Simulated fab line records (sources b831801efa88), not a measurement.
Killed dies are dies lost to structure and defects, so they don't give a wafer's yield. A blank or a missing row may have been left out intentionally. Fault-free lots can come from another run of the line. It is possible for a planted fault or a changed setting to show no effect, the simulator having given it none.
2 desks, one fault -- flow sky130 -- each desk has only its own numbers; what lay behind them comes last

## AT THE TOOL OWNER'S DESK: pecvd-03
The tool's own readings at SKY_CAPM_CVD_00 (deposits SiO2, target thk 15.5 nm): means of the sampled wafers that have a number, for each lot that ran on this tool. The brackets show how far a lot's mean lies from the usual mean; more than 4 standard deviations puts the lot out of limits, marked OUT.
Columns: A = heater-power-w at SKY_CAPM_CVD_00, usual 769 W
lot,first seen here,A
L217,day 36 20:35,708
L225,day 39 10:05,792
L226,day 39 21:06,791
L227,day 40 02:00,739
L235,day 42 01:31,667
L236,day 42 14:15,769
This desk's finding: nothing out of limits on any of the 6 lots.

## THE METROLOGY DESK
Lot by lot, what the gauges showed, no matter which tool ran the lot: averages of those sampled wafers that carry a number. The brackets show how far a lot's mean lies from the usual mean; more than 4 standard deviations puts the lot out of limits, marked OUT.
Columns: A = VIA2_OVL at SKY_VIA2_OVL_MEAS_13, usual -2 nm; B = CAPM_CVD_00_THK at SKY_CAPM_THK_MEAS_01, usual 15.46 nm; C = CAPM_TIN_THK at SKY_CAPM_THK_MEAS_04, usual 196.0 nm
lot,first seen here,A,B,C
L216,day 36 16:23,-7,15.31,199.7
L217,day 36 18:44,2,15.54,195.4
L219,day 37 14:00,-3,15.37,194.1
L220,day 37 20:37,-1,15.64,194.1
L221,day 38 01:48,-3,15.38,196.6
L224,day 39 08:28,-3,15.68,194.4
L225,day 39 08:32,-5,15.24,198.9
L226,day 39 19:32,6,15.34,194.3
L227,day 40 00:11,3,15.52,197.1
L235,day 41 23:54,-1,23.03 (+34) OUT,193.8
L236,day 42 12:41,-2,19.18 (+17) OUT,198.6
L237,day 42 20:50,-3,15.20,195.4
Per this desk, out of limits: L235, L236; the first was L235, day 42 01:32 (CAPM_CVD_00_THK at SKY_CAPM_THK_MEAS_01). L216, L217, L219, L220, L221, L224, L225, L226, L227, L237: within limits.

## BROUGHT TOGETHER
At day 42 01:32 the metrology desk could have sounded an alarm, on L235, L236.
Nothing out of limits was seen by the tool owner's desk.
On record at the tool owner's desk: L235, L236, within its limits.
Of the lots named, all ran SKY_CAPM_CVD_00 on pecvd-03.

## WHAT WAS PUT IN BY THE SIMULATOR
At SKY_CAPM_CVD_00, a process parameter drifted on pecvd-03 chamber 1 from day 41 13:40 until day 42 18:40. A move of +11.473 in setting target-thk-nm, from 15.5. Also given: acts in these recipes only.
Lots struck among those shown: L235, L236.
Hours from the fault's start to each desk's first reading out of limits: the metrology desk, 12.
